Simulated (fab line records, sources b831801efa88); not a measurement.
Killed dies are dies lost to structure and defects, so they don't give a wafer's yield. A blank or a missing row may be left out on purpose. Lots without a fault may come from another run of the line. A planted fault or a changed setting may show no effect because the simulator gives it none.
Which tool did it? | flow gf180mcu | 24 lots, 72 wafers sampled, at 4 steps of a route of 602

WHAT THE GAUGES READ, wafer by wafer
GF_V3_OVL_MEAS_15. Usual: V3_OVL -3 nm, standard deviation 5.
lot  | measured     | on         | V3_OVL (nm) | flag
L074 | day 22 09:51 | overlay-01 | -2 -6 -12   |
L075 | day 22 11:40 | overlay-01 | -7 -3 -9    |
L076 | day 22 21:18 | overlay-02 | 3 11 -3     |
L077 | day 23 14:00 | overlay-01 | 1 -2 -7     |
L078 | day 23 14:57 | overlay-02 | 2 -10 -7    |
L079 | day 23 22:43 | overlay-02 | -3 0 -5     |
L080 | day 24 12:50 | overlay-02 | -8 -6 -3    |
L081 | day 24 15:48 | overlay-01 | -8 -5 -5    |
L082 | day 24 23:47 | overlay-01 | 4 -6 2      |
L083 | day 25 06:39 | overlay-02 | 6 -4 0      |
L084 | day 25 16:23 | overlay-01 | -15 -2 -7   |
L085 | day 26 02:54 | overlay-01 | 1 -7 2      |
L086 | day 26 06:01 | overlay-02 | 1 -1 -4     |
L087 | day 27 01:55 | overlay-02 | -8 -5 -1    |
L088 | day 27 05:49 | overlay-01 | -10 -1 -8   |
L089 | day 27 11:51 | overlay-01 | -12 -6 -4   |
L090 | day 27 21:42 | overlay-01 | 11 0 0      |
L091 | day 28 01:00 | overlay-01 | -9 -7 2     |
L092 | day 28 08:44 | overlay-02 | 4 1 7       |
L093 | day 28 19:27 | overlay-01 | -6 2 -3     |
L094 | day 28 21:01 | overlay-01 | -4 -2 -9    |
L095 | day 29 02:24 | overlay-02 | 1 5 5       |
L096 | day 29 19:29 | overlay-01 | -8 -4 2     |
L097 | day 29 22:56 | overlay-02 | -5 0 9      |

GF_M4_RS_MEAS_05: measures by four-point-probe. Usual: M4_ALCU_RS 0.0698 ohm/sq, standard deviation 0.00054.
lot  | measured     | on            | M4_ALCU_RS (ohm/sq)  | flag
L074 | day 22 11:28 | film_metro-01 | 0.0691 0.0689 0.0693 |
L075 | day 22 13:19 | film_metro-03 | 0.0698 0.0702 0.0697 |
L076 | day 22 22:58 | film_metro-02 | 0.0689 0.0699 0.0696 |
L077 | day 23 15:38 | film_metro-01 | 0.0698 0.0697 0.0695 |
L078 | day 23 16:36 | film_metro-03 | 0.0706 0.0707 0.0712 |
L079 | day 24 00:27 | film_metro-01 | 0.0705 0.0711 0.0700 |
L080 | day 24 14:28 | film_metro-02 | 0.0703 0.0693 0.0700 |
L081 | day 24 17:25 | film_metro-02 | 0.0699 0.0697 0.0695 |
L082 | day 25 01:26 | film_metro-02 | 0.0694 0.0692 0.0696 |
L083 | day 25 08:17 | film_metro-01 | 0.0702 0.0701 0.0703 |
L084 | day 25 18:00 | film_metro-01 | 0.0699 0.0692 0.0699 |
L085 | day 26 04:31 | film_metro-03 | 0.0696 0.0697 0.0689 |
L086 | day 26 07:39 | film_metro-01 | 0.0702 0.0699 0.0704 |
L087 | day 27 04:01 | film_metro-03 | 0.0702 0.0692 0.0695 |
L088 | day 27 07:38 | film_metro-01 | 0.0702 0.0706 0.0697 |
L089 | day 27 14:01 | film_metro-03 | 0.0697 0.0705 0.0706 |
L090 | day 27 23:22 | film_metro-03 | 0.0694 0.0692 0.0690 |
L091 | day 28 02:40 | film_metro-01 | 0.0692 0.0697 0.0700 |
L092 | day 28 10:21 | film_metro-03 | 0.0699 0.0700 0.0698 |
L093 | day 28 21:04 | film_metro-03 | 0.0699 0.0688 0.0692 |
L094 | day 28 22:44 | film_metro-01 | 0.0692 0.0696 0.0687 |
L095 | day 29 04:04 | film_metro-01 | 0.0706 0.0701 0.0704 |
L096 | day 29 21:14 | film_metro-03 | 0.0701 0.0708 0.0708 |
L097 | day 30 00:38 | film_metro-01 | 0.0697 0.0693 0.0703 |

WHICH TOOL RAN EACH LOT (tool, then ch and the chambers of the sampled wafers, then the start)
lot  | GF_V3_SPUTTER_21             | GF_V3_CMP_26
L074 | pvd_sputter-02, day 22 10:34 | cmp-01 ch 0,1,3, day 22 11:00
L075 | pvd_sputter-03, day 22 12:22 | cmp-02 ch 1,2, day 22 12:49
L076 | pvd_sputter-03, day 22 22:02 | cmp-01 ch 1,3, day 22 22:28
L077 | pvd_sputter-03, day 23 14:44 | cmp-01 ch 0,1,2, day 23 15:07
L078 | pvd_sputter-04, day 23 15:41 | cmp-02 ch 0,1,3, day 23 16:05
L079 | pvd_sputter-04, day 23 23:31 | cmp-02 ch 0,2,3, day 23 23:58
L080 | pvd_sputter-04, day 24 13:32 | cmp-02 ch 1,2,3, day 24 14:01
L081 | pvd_sputter-03, day 24 16:30 | cmp-01 ch 0,1,3, day 24 16:53
L082 | pvd_sputter-03, day 25 00:31 | cmp-01 ch 0,2,3, day 25 01:01
L083 | pvd_sputter-04, day 25 07:21 | cmp-02 ch 1,2,3, day 25 07:46
L084 | pvd_sputter-02, day 25 17:05 | cmp-02 ch 0,1, day 25 17:29
L085 | pvd_sputter-02, day 26 03:36 | cmp-01 ch 0,2,3, day 26 03:59
L086 | pvd_sputter-02, day 26 06:42 | cmp-01 ch 0,1,2, day 26 07:11
L087 | pvd_sputter-02, day 27 03:05 | cmp-01 ch 0,1,3, day 27 03:35
L088 | pvd_sputter-04, day 27 06:39 | cmp-01 ch 0,2,3, day 27 07:09
L089 | pvd_sputter-03, day 27 13:04 | cmp-02 ch 0,1,2, day 27 13:31
L090 | pvd_sputter-04, day 27 22:26 | cmp-01 ch 0,1, day 27 22:49
L091 | pvd_sputter-03, day 28 01:43 | cmp-01 ch 0,3, day 28 02:07
L092 | pvd_sputter-04, day 28 09:26 | cmp-02 ch 0,1, day 28 09:50
L093 | pvd_sputter-03, day 28 20:09 | cmp-02 ch 0,1,2, day 28 20:32
L094 | pvd_sputter-03, day 28 21:42 | cmp-02 ch 2,3, day 28 22:13
L095 | pvd_sputter-02, day 29 03:06 | cmp-02 ch 1,2, day 29 03:32
L096 | pvd_sputter-03, day 29 20:19 | cmp-02 ch 0,1, day 29 20:43
L097 | pvd_sputter-03, day 29 23:44 | cmp-01 ch 0,1,3, day 30 00:10
- GF_V3_SPUTTER_21: material Ti, target thk 15 nm, time 80.02 s.
- GF_V3_CMP_26: polishes, stops on SiO2, t overpolish 15 s, target thk 0 nm.

WHAT THE TOOLS THEMSELVES READ (means of the sampled wafers that have a number; where no wafer has one, the mark that the record gives instead)
GF_V3_SPUTTER_21. Usual: chamber_pressure_pa 5.000 Pa, standard deviation 0.0099; throttle_valve_pct 29.4 %, standard deviation 0.78.
lot  | tool           | chamber_pressure_pa (Pa) | throttle_valve_pct (%) | flag
L074 | pvd_sputter-02 | 5.003                    | 29.9                   |
L075 | pvd_sputter-03 | 5.003                    | 29.2                   |
L076 | pvd_sputter-03 | 4.999                    | 29.1                   |
L077 | pvd_sputter-03 | 5.003                    | 29.2                   |
L078 | pvd_sputter-04 | 4.989                    | 29.7                   |
L079 | pvd_sputter-04 | 5.010                    | 28.9                   |
L080 | pvd_sputter-04 | 5.002                    | 30.3                   |
L081 | pvd_sputter-03 | 4.991                    | 29.0                   |
L082 | pvd_sputter-03 | 5.002                    | 29.1                   |
L083 | pvd_sputter-04 | 4.994                    | 28.9                   |
L084 | pvd_sputter-02 | 4.993                    | 30.1                   |
L085 | pvd_sputter-02 | 5.006                    | 30.4                   |
L086 | pvd_sputter-02 | 5.011                    | 29.6                   |
L087 | pvd_sputter-02 | 5.004                    | 29.9                   |
L088 | pvd_sputter-04 | 5.001                    | 29.6                   |
L089 | pvd_sputter-03 | 4.995                    | 29.1                   |
L090 | pvd_sputter-04 | 5.003                    | 29.2                   |
L091 | pvd_sputter-03 | 5.001                    | 29.3                   |
L092 | pvd_sputter-04 | 4.987                    | 30.2                   |
L093 | pvd_sputter-03 | 5.003                    | 29.1                   |
L094 | pvd_sputter-03 | 5.009                    | 29.2                   |
L095 | pvd_sputter-02 | 5.005                    | 30.5                   |
L096 | pvd_sputter-03 | 4.997                    | 29.1                   |
L097 | pvd_sputter-03 | 5.010                    | 29.1                   |

GF_V3_CMP_26. Usual: motor_current_A 10.7 A, standard deviation 1.3; overpolish_run_s 15.002 s, standard deviation 0.0093; time_to_endpoint_s 86 s, standard deviation 3.3.
lot  | tool   | motor_current_A (A) | overpolish_run_s (s) | time_to_endpoint_s (s) | flag
L074 | cmp-01 | 10.7                | 15.007               | 83                     |
L075 | cmp-02 | 10.9                | 15.001               | 85                     |
L076 | cmp-01 | 11.2                | 15.003               | 90                     |
L077 | cmp-01 | 11.1                | 15.008               | 84                     |
L078 | cmp-02 | 10.8                | 14.998               | 87                     |
L079 | cmp-02 | 10.9                | 14.999               | 84                     |
L080 | cmp-02 | 10.4                | 15.008               | 84                     |
L081 | cmp-01 | 10.9                | 15.001               | 84                     |
L082 | cmp-01 | 10.0                | 15.005               | 84                     |
L083 | cmp-02 | 10.4                | 15.003               | 85                     |
L084 | cmp-02 | 10.8                | 15.017               | 85                     |
L085 | cmp-01 | 9.9                 | 15.009               | 83                     |
L086 | cmp-01 | 11.1                | 15.005               | 87                     |
L087 | cmp-01 | 10.8                | 15.010               | 86                     |
L088 | cmp-01 | 9.9                 | 14.996               | 88                     |
L089 | cmp-02 | 11.0                | 15.000               | 87                     |
L090 | cmp-01 | 12.1                | 14.997               | 81                     |
L091 | cmp-01 | 10.3                | 15.005               | 90                     |
L092 | cmp-02 | 11.0                | 15.003               | 88                     |
L093 | cmp-02 | 11.4                | 15.015               | 88                     |
L094 | cmp-02 | 10.1                | 15.005               | 91                     |
L095 | cmp-02 | 10.3                | 14.996               | 88                     |
L096 | cmp-02 | 11.6                | 14.997               | 84                     |
L097 | cmp-01 | 11.0                | 15.004               | 80                     |

THE ANSWER, worked out from the rows above alone
Rule: a lot is off if the mean of its wafers that have a number lies more than 3 standard deviations from the usual mean. A lot without any number at a reading at which 4 lots or more have one is off too. The other lots that the step has rows for count as sound. The gauges are gone through in route order, then the tools' own readings, and for those a lot's mean is taken as printed above. The first step at which some lot is off is used, and at that step the reading that is off furthest; a lot without a number counts as furthest.
No lot is off at any reading shown: from this, nothing can be told.

WHAT THE SIMULATOR HAD PUT IN
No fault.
